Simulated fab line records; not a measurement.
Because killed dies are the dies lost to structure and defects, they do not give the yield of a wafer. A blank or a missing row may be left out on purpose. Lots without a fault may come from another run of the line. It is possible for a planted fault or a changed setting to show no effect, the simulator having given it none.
A lot that was struck, set against a sound lot    flow gf180mcu    30 out of 602 route steps
Sound: wafers L550.1, L550.2, L550.5. Struck: wafer L565.6 (left out: L565.3, a lot-mate that was not struck); the cause follows at the end.
Per side, at each step with rows, come the tool, then ch with its chambers, and then its first start. Under that, the readings that differ: sound wafers    struck wafers    difference of the means    sigmas: that difference in standard deviations of wafers without a fault.
alike: same words and numbers on both sides, and readings whose means sit less than 2 such deviations apart. not compared: any withheld reading, any reading some wafer has no value for, any bound like >300 that may hide the same value, and any number with overlapping values for which the record gives no deviation.
The two part at a step that has a row with sigmas, a row that says differs or no value, or rows on one side only. When numbers do not overlap yet have no deviation, they are printed without sigmas and do not part them. A reading that every wafer of one side lacks parts them only if that side has two wafers or more.

first, 3 steps without rows for these wafers: GF_PSD_EXPOSE_04 (exposes mask Pplus, target cd 400 nm); GF_PSD_PEB_05; GF_PSD_DEVELOP_06 (develop time 60 s).
GF_PSD_CD_MEAS_07 targets a cd of 400 nm.
  sound: cd-sem-02 at day 14 03:53; struck: cd-sem-02 at day 19 16:36
  alike: cd-nm
GF_PSD_OVL_MEAS_08:
  sound: overlay-02 at day 14 04:00; struck: overlay-02 at day 19 16:42
  alike: PSD_OVL
following that, these wafers have no rows for 1 step: GF_PSD_IMPLANT_09.
GF_PSD_STRIP_10: strips in O2/N2.
  sound on plasma-asher-03 ch 0,1, day 14 04:11; struck on plasma-asher-03 ch 1, day 19 16:54
  alike: drypump-motor-current-A, heater-power-w, o2-flow-sccm, oes-product-au, strip-time-to-endpoint-s
  not compared: rf-hours-counter-h
GF_PSD_TW_MEAS_11:
  sound: film-metro-01 at day 14 04:17; struck: film-metro-01 at day 19 16:59
  alike: PSD_TW
then, 1 step without rows for these wafers: GF_PSD_CLEAN_12 (cleans in SC1/SC2, time 150 s).
GF_PSD_RTA_13: time 20 s.
  sound on rtp-anneal-02 ch 0, day 14 04:27; struck on rtp-anneal-01 ch 0, day 19 17:07
reading             sound     struck  difference  sigmas
lamp-power-pct (%)  31 31 31  40      +9          +2
  alike: wafer_temp_C_max
GF_PSD_RS_MEAS_14: the measuring method here is four-point-probe.
  sound: film-metro-02 at day 14 04:32; struck: film-metro-02 at day 19 17:12
  alike: NSD_RS
GF_PSD_RS_MEAS_15: the measuring method here is four-point-probe.
  sound: film-metro-02 at day 14 04:40; struck: film-metro-02 at day 19 17:19
  alike: PSD_RS
GF_SAB_CVD_00: deposits SiO2 from TEOS, target thk 50 nm, time 4.9302 s.
  sound on pecvd-04 ch 0,1, day 14 04:47; struck on pecvd-04 ch 0, day 19 17:24
reading                               sound              struck  difference  sigmas
model.SiO2_of_SAB_CVD_00.thk-nm (nm)  49.03 49.07 50.25  51.5    +2.0        
  alike: heater-power-w
  not compared: since-wet-clean-h
GF_SAB_THK_MEAS_01:
  sound: film-metro-01 at day 14 04:48; struck: film-metro-01 at day 19 17:26
reading              sound           struck  difference  sigmas
SAB_CVD_00_THK (nm)  49.1 49.0 50.3  51.5    +2.0        +3
then, 7 steps without rows for these wafers: GF_SAB_DEHYDRATE_02 (time 60 s); GF_SAB_HMDS_03 (prime time 60 s); GF_SAB_COAT_04 (resist thk 1000 nm); GF_SAB_SOFTBAKE_05 (time 60 s); GF_SAB_EXPOSE_06 (exposes mask SAB, target cd 420 nm); GF_SAB_PEB_07; GF_SAB_DEVELOP_08 (develop time 60 s).
GF_SAB_CD_MEAS_09 targets a cd of 420 nm.
  sound: cd-sem-01 at day 15 01:32; struck: cd-sem-01 at day 20 16:56
  alike: cd-nm
GF_SAB_OVL_MEAS_10:
  sound: overlay-02 at day 15 01:40; struck: overlay-01 at day 20 17:01
  alike: SAB_OVL
GF_SAB_ETCH_11: etches SiO2 in C4F8/O2/Ar, target depth 55 nm, time 8.5 s.
  sound on rie-diel-03 ch 0,1, day 15 01:42; struck on rie-diel-03 ch 0, day 20 17:02
  alike: oes-product-au
  not compared: rf-hours-counter-h
then, 1 step without rows for these wafers: GF_SAB_WET_ETCH_12 (etches SiO2 in dHF, target depth 22 nm, time 440 s).
GF_SAB_STRIP_13: strips in O2/N2.
  sound on plasma-asher-03 ch 0,1, day 15 01:51; struck on plasma-asher-04 ch 0, day 20 17:14
reading                       sound              struck  difference  sigmas
o2-flow-sccm (sccm)           3004 2990 2997     3019    +22         +2
strip-time-to-endpoint-s (s)  12.58 12.61 12.59  12.67   +0.08       +2
  alike: drypump-motor-current-A, heater-power-w, oes-product-au
  not compared: rf-hours-counter-h
then, 1 step without rows for these wafers: GF_SALICIDE_CLEAN_00 (cleans in SC1/SC2, time 150 s).
GF_SALICIDE_WET_ETCH_01: etches SiO2 in dHF, target depth 5 nm, time 100 s.
  sound on wet-bench-02 ch 2, day 15 02:00; struck on wet-bench-04 ch 2, day 20 17:22
reading                               sound             struck  difference  sigmas
model.SiO2_of_SAB_CVD_00.thk-nm (nm)  38.34 38.4 39.61  40.63   +1.85       
GF_SALICIDE_SPUTTER_02: material Co, target thk 10 nm, time 20 s.
  sound: pvd-sputter-03 at day 15 02:02; struck: pvd-sputter-01 at day 20 17:23
  alike: throttle-valve-pct
-- the record jumps here: 13 days lie between the struck wafers' starts before and after (it left off in module SALICIDE and takes up again in module PASSIVATION, whose first step shown is number 602 of the route) --
GF_PASSIVATION_PROBE_99:
  the record has rows for the struck wafers here (prober-01, day 33 06:18) and none for the sound ones

## WHERE THEY PART
First at GF_PSD_RTA_13; last, within this record, at GF_PASSIVATION_PROBE_99.

WHY: whatever the simulator had introduced
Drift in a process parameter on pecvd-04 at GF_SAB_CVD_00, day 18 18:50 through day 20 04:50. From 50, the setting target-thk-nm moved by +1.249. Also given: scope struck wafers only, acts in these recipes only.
